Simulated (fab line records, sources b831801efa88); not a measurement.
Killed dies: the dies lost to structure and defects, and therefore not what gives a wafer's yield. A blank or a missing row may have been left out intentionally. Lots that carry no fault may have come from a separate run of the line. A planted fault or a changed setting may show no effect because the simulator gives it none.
Lot-split experiment || flow sfq line || 5 lots, 27 wafers read, on a route of 325 steps

ABOUT THE SPLIT
At SFQ_TRILAYER_I0_DEP_PECVD_027 (deposits SiO2 from SiH4/N2O, time 111.11 s, target thk 500 nm), the setting time s was moved away from the recipe's 111.11 s on 9 of the 27 wafers read, by -26.7% to +48.1%. This setting was run at the recipe's value on the other wafers.

The reading is taken at the split's own step.

THE READING
SiO2_of_TRILAYER_I0_DEP_PECVD_027.thk nm (the simulator's own value, which no gauge read), in nm, at SFQ_TRILAYER_I0_DEP_PECVD_027 (deposits SiO2 from SiH4/N2O, time 111.11 s, target thk 500 nm). The file gives no usual value for it. The 18 wafers here that ran the recipe average 496.7 nm, standard deviation 6.1 nm.

{"wafer": "L074.4", "tool, chamber at the split": "pecvd-01, 1", "time s as run, s": 111.11, "against the recipe": "recipe", "SiO2_of_TRILAYER_I0_DEP_PECVD_027.thk nm, nm": 501.5, "against lot-mates on the recipe": "-"}
{"wafer": "L074.5", "tool, chamber at the split": "pecvd-01, 2", "time s as run, s": 111.11, "against the recipe": "recipe", "SiO2_of_TRILAYER_I0_DEP_PECVD_027.thk nm, nm": 502.2, "against lot-mates on the recipe": "-"}
{"wafer": "L074.6", "tool, chamber at the split": "pecvd-01, 0", "time s as run, s": 111.11, "against the recipe": "recipe", "SiO2_of_TRILAYER_I0_DEP_PECVD_027.thk nm, nm": 491.7, "against lot-mates on the recipe": "-"}
{"wafer": "L076.1", "tool, chamber at the split": "pecvd-01, 2", "time s as run, s": 111.11, "against the recipe": "recipe", "SiO2_of_TRILAYER_I0_DEP_PECVD_027.thk nm, nm": 495.5, "against lot-mates on the recipe": "-"}
{"wafer": "L076.2", "tool, chamber at the split": "pecvd-01, 0", "time s as run, s": 111.11, "against the recipe": "recipe", "SiO2_of_TRILAYER_I0_DEP_PECVD_027.thk nm, nm": 487.1, "against lot-mates on the recipe": "-"}
{"wafer": "L076.3", "tool, chamber at the split": "pecvd-01, 1", "time s as run, s": 111.11, "against the recipe": "recipe", "SiO2_of_TRILAYER_I0_DEP_PECVD_027.thk nm, nm": 504.9, "against lot-mates on the recipe": "-"}
{"wafer": "L076.4", "tool, chamber at the split": "pecvd-01, 2", "time s as run, s": 143.9, "against the recipe": "+29.5%", "SiO2_of_TRILAYER_I0_DEP_PECVD_027.thk nm, nm": 647.6, "against lot-mates on the recipe": "+151.8"}
{"wafer": "L076.5", "tool, chamber at the split": "pecvd-01, 1", "time s as run, s": 143.9, "against the recipe": "+29.5%", "SiO2_of_TRILAYER_I0_DEP_PECVD_027.thk nm, nm": 657.4, "against lot-mates on the recipe": "+161.6"}
{"wafer": "L076.6", "tool, chamber at the split": "pecvd-01, 0", "time s as run, s": 143.9, "against the recipe": "+29.5%", "SiO2_of_TRILAYER_I0_DEP_PECVD_027.thk nm, nm": 642.6, "against lot-mates on the recipe": "+146.8"}
{"wafer": "L078.1", "tool, chamber at the split": "pecvd-01, 0", "time s as run, s": 81.44, "against the recipe": "-26.7%", "SiO2_of_TRILAYER_I0_DEP_PECVD_027.thk nm, nm": 352, "against lot-mates on the recipe": -147.7}
{"wafer": "L078.2", "tool, chamber at the split": "pecvd-01, 2", "time s as run, s": 81.44, "against the recipe": "-26.7%", "SiO2_of_TRILAYER_I0_DEP_PECVD_027.thk nm, nm": 358, "against lot-mates on the recipe": -141.7}
{"wafer": "L078.3", "tool, chamber at the split": "pecvd-01, 1", "time s as run, s": 111.11, "against the recipe": "recipe", "SiO2_of_TRILAYER_I0_DEP_PECVD_027.thk nm, nm": 500, "against lot-mates on the recipe": "-"}
{"wafer": "L078.4", "tool, chamber at the split": "pecvd-01, 1", "time s as run, s": 111.11, "against the recipe": "recipe", "SiO2_of_TRILAYER_I0_DEP_PECVD_027.thk nm, nm": 503, "against lot-mates on the recipe": "-"}
{"wafer": "L078.5", "tool, chamber at the split": "pecvd-01, 2", "time s as run, s": 111.11, "against the recipe": "recipe", "SiO2_of_TRILAYER_I0_DEP_PECVD_027.thk nm, nm": 496, "against lot-mates on the recipe": "-"}
{"wafer": "L078.6", "tool, chamber at the split": "pecvd-01, 0", "time s as run, s": 81.44, "against the recipe": "-26.7%", "SiO2_of_TRILAYER_I0_DEP_PECVD_027.thk nm, nm": 352.1, "against lot-mates on the recipe": -147.6}
{"wafer": "L079.1", "tool, chamber at the split": "pecvd-01, 1", "time s as run, s": 111.11, "against the recipe": "recipe", "SiO2_of_TRILAYER_I0_DEP_PECVD_027.thk nm, nm": 502.6, "against lot-mates on the recipe": "-"}
{"wafer": "L079.2", "tool, chamber at the split": "pecvd-01, 2", "time s as run, s": 111.11, "against the recipe": "recipe", "SiO2_of_TRILAYER_I0_DEP_PECVD_027.thk nm, nm": 490.5, "against lot-mates on the recipe": "-"}
{"wafer": "L079.3", "tool, chamber at the split": "pecvd-01, 0", "time s as run, s": 111.11, "against the recipe": "recipe", "SiO2_of_TRILAYER_I0_DEP_PECVD_027.thk nm, nm": 485.9, "against lot-mates on the recipe": "-"}
{"wafer": "L079.4", "tool, chamber at the split": "pecvd-01, 2,0", "time s as run, s": 111.11, "against the recipe": "recipe", "SiO2_of_TRILAYER_I0_DEP_PECVD_027.thk nm, nm": 494.4, "against lot-mates on the recipe": "-"}
{"wafer": "L079.5", "tool, chamber at the split": "pecvd-01, 2,0", "time s as run, s": 111.11, "against the recipe": "recipe", "SiO2_of_TRILAYER_I0_DEP_PECVD_027.thk nm, nm": 494.4, "against lot-mates on the recipe": "-"}
{"wafer": "L079.6", "tool, chamber at the split": "pecvd-01, 1", "time s as run, s": 111.11, "against the recipe": "recipe", "SiO2_of_TRILAYER_I0_DEP_PECVD_027.thk nm, nm": 507.8, "against lot-mates on the recipe": "-"}
{"wafer": "L084.1", "tool, chamber at the split": "pecvd-01, 0", "time s as run, s": 164.6, "against the recipe": "+48.1%", "SiO2_of_TRILAYER_I0_DEP_PECVD_027.thk nm, nm": 734.1, "against lot-mates on the recipe": "+240.0"}
{"wafer": "L084.2", "tool, chamber at the split": "pecvd-01, 1", "time s as run, s": 111.11, "against the recipe": "recipe", "SiO2_of_TRILAYER_I0_DEP_PECVD_027.thk nm, nm": 496.3, "against lot-mates on the recipe": "-"}
{"wafer": "L084.3", "tool, chamber at the split": "pecvd-01, 2", "time s as run, s": 111.11, "against the recipe": "recipe", "SiO2_of_TRILAYER_I0_DEP_PECVD_027.thk nm, nm": 488.6, "against lot-mates on the recipe": "-"}
{"wafer": "L084.4", "tool, chamber at the split": "pecvd-01, 2", "time s as run, s": 164.6, "against the recipe": "+48.1%", "SiO2_of_TRILAYER_I0_DEP_PECVD_027.thk nm, nm": 740.5, "against lot-mates on the recipe": "+246.4"}
{"wafer": "L084.5", "tool, chamber at the split": "pecvd-01, 1", "time s as run, s": 164.6, "against the recipe": "+48.1%", "SiO2_of_TRILAYER_I0_DEP_PECVD_027.thk nm, nm": 744.1, "against lot-mates on the recipe": "+250.0"}
{"wafer": "L084.6", "tool, chamber at the split": "pecvd-01, 0", "time s as run, s": 111.11, "against the recipe": "recipe", "SiO2_of_TRILAYER_I0_DEP_PECVD_027.thk nm, nm": 497.3, "against lot-mates on the recipe": "-"}
The file does not say which wafer passed through which chamber wherever a row lists several chambers: such a row stands for several wafers.

THE FIT
A straight line over all 27 wafers: SiO2_of_TRILAYER_I0_DEP_PECVD_027.thk nm changes by +5.14 nm for each +1% of time s; r = +1.00; the points scatter about the line by 6.3 nm.
The same after taking each lot's own level away (the mean of its wafers on the recipe; 27 wafers): +5.2 nm for each +1%; r = +1.00; scatter 6.2 nm.
That fit puts the effect of the largest move of time s on the reading at 2.5e+02 nm.
From 494.07 to 499.67 nm: that is the span of the lots' own levels, equal to 0.9 times the standard deviation above.
Consequently the slope shifts little with the lot-to-lot level, the two slopes agreeing.
Check: +252 nm against its lot-mates is what the line predicts for one of the wafers moved furthest among these (+48.1%) when that wafer is left out of the fit. Against them it came out at +240 nm.

THE OTHER SPLITS THESE WAFERS WENT THROUGH
Other splits were also applied to these wafers ahead of the reading. Each is held against what the fit with the lots' levels taken away leaves over:
{"other split on the same wafers": "SFQ_TRILAYER_INCOMING_OXIDATION_002 ox time s", "wafers away from the commonest value": 21, "r with SiO2_of_TRILAYER_I0_DEP_PECVD_027.thk nm (lot level and that fit taken away)": "+0.23"}
{"other split on the same wafers": "SFQ_TRILAYER_M0_DEP_SPUTTER_019 time s", "wafers away from the commonest value": 12, "r with SiO2_of_TRILAYER_I0_DEP_PECVD_027.thk nm (lot level and that fit taken away)": -0.10}

THE WHOLE CHAIN: every reading that the file lists as answering this split, in the file's order
{"step": "SFQ_TRILAYER_I0_DEP_PECVD_027", "what it does": "deposits SiO2 from SiH4/N2O, time 111.11 s, target thk 500 nm", "reading": "SiO2_of_TRILAYER_I0_DEP_PECVD_027.thk nm (the simulator's own value, which no gauge read)", "change (the file's fit)": "+5.19 nm for each +1% of the setting", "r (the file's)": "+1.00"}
{"step": "SFQ_TRILAYER_I0_CMP_CMP_028", "what it does": "polishes SiO2", "reading": "time to endpoint s", "change (the file's fit)": "withheld for each +1% of the setting", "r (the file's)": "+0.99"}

FILE'S OWN FIT
SiO2_of_TRILAYER_I0_DEP_PECVD_027.thk nm changes by +5.19 nm for each +1% of time s, r = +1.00.
